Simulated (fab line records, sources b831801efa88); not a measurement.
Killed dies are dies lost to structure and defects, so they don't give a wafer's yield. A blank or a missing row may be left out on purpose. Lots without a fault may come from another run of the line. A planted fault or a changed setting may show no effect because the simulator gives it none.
A struck lot beside a sound one | flow sky130 | 16 steps out of a route of 708
Sound: wafers L807.1, L807.2, L807.6. Struck: wafers L803.1, L803.4. (L803.5 of the same lot was not struck and is left out.) The cause comes at the end.
At each step with rows: each side's tool, then ch and its chambers, then its first start. Under that, the readings that differ: sound wafers | struck wafers | difference of the means | sigmas: that difference in standard deviations of wafers without a fault.
alike: readings whose means differ by less than 2 such deviations, and words and numbers that are the same on both sides. not compared: withheld readings, readings that some wafer has no value for, bounds like >300 that may hide the same value, and numbers for which the record gives no deviation and whose values overlap.
The two part at a step that has a row with sigmas, a row that says differs or no value, or rows on one side only. Numbers that don't overlap but have no deviation are shown without sigmas and don't part them. A reading that every wafer of one side lacks parts them only if that side has two wafers or more.

first, 7 steps without rows for these wafers: SKY_METAL4_HMDS_06 (prime time 60 s); SKY_METAL4_COAT_07 (resist thk 60 nm); SKY_METAL4_COAT_08 (resist thk 1140 nm); SKY_METAL4_SOFTBAKE_09 (time 90 s); SKY_METAL4_EXPOSE_10 (exposes mask MM4, target cd 300 nm); SKY_METAL4_PEB_11; SKY_METAL4_DEVELOP_12 (develop time 60 s).
SKY_METAL4_CD_MEAS_13: target cd 300 nm.
  sound on cd_sem-01, day 46 02:56; struck on cd_sem-01, day 45 07:47
  alike: cd_nm
SKY_METAL4_OVL_MEAS_14:
  sound on overlay-02, day 46 03:04; struck on overlay-01, day 45 07:54
  alike: METAL4_OVL
SKY_METAL4_DESCUM_15: chemistry O2, time 8 s.
  sound on rie_metal-02 ch 0,1, day 46 03:06; struck on rie_metal-02 ch 0,1, day 45 07:56
  alike: drypump_motor_current_A, oes_product_au
  not compared: rf_hours_counter_h
SKY_METAL4_ETCH_16: etches BARC in N2/H2, stops on SiO2, time 88.2 s, target depth 60 nm.
  sound on rie_metal-02 ch 0,1, day 46 03:08; struck on rie_metal-02 ch 0,1, day 45 07:59
  alike: drypump_motor_current_A, oes_product_au, throttle_valve_pct
  not compared: rf_hours_counter_h
SKY_METAL4_ETCH_17: etches SiO2 in C4F8/O2/Ar, stops on TiN, time 3.9 s, target depth 15 nm.
  sound on rie_diel-03 ch 2,3, day 46 03:14; struck on rie_diel-02 ch 1,2, day 45 08:07
  alike: oes_product_au
SKY_METAL4_METAL_ETCH_18: etches the open film in Cl2/BCl3, stops on SiO2, target depth 845 nm, time 183.1 s.
  sound on rie_metal-03 ch 0,1, day 46 03:15; struck on rie_metal-01 ch 0, day 45 08:08
  reading                                       | sound             | struck          | difference | sigmas
  drypump_motor_current_A (A)                   | 6.2 5.7 6.2       | 4.9 5.0         | -1.1       | -3
  oes_product_au (a.u.)                         | 0.866 0.863 0.872 | 0.774 0.757     | -0.101     | -17
  over_etch_frac                                | 0.3 0.3 0.3       | 0.63441 0.63441 | +0.33441   |
  model.KrF-thick_of_METAL4_COAT_08.thk_nm (nm) | 542.9 531.1 538.6 | 394.8 393.8     | -143.2     |
  model.METAL4.cd_nm (nm)                       | 298.5 297.1 299.5 | 286.3 281.7     | -14.4      |
  model.SiO2_of_VIA3_HDPCVD_00.thk_nm (nm)      | 435.3 434.4 435.5 | 429.1 429.3     | -5.9       |
  alike: bcl3_flow_sccm, throttle_valve_pct
  not compared: rf_hours_counter_h
SKY_METAL4_STRIP_19: strips in O2/N2.
  sound on plasma_asher-01 ch 0,1, day 46 03:25; struck on plasma_asher-02 ch 0, day 45 08:18
  reading                      | sound             | struck      | difference | sigmas
  drypump_motor_current_A (A)  | 5.9 5.7 5.7       | 4.8 4.8     | -1.0       | -3
  oes_product_au (a.u.)        | 0.509 0.508 0.512 | 0.448 0.446 | -0.063     | -13
  strip_time_to_endpoint_s (s) | 6.70 6.59 6.64    | 5.19 5.21   | -1.44      | -24
  not compared: rf_hours_counter_h
then, 1 step without rows for these wafers: SKY_METAL4_STRIP_20 (strips in post etch residue remover, time 1200 s).
-- the record jumps here: 4 days lie between the struck wafers' starts before and after (it left off in module METAL4 and takes up again in module PAD_OPEN, whose first step shown is number 708 of the route) --
SKY_PAD_OPEN_PROBE_99:
  the record has rows for the struck wafers here (prober-02, day 48 22:22) and none for the sound ones

WHERE THEY PART
First at SKY_METAL4_METAL_ETCH_18; last, within this record, at SKY_PAD_OPEN_PROBE_99.

WHY: what the simulator had put in
Process parameter drift: rie_metal-01, from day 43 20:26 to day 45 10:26, at SKY_METAL4_METAL_ETCH_18. Setting over_etch_frac, moved by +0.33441, from 0.3. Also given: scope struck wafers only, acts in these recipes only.
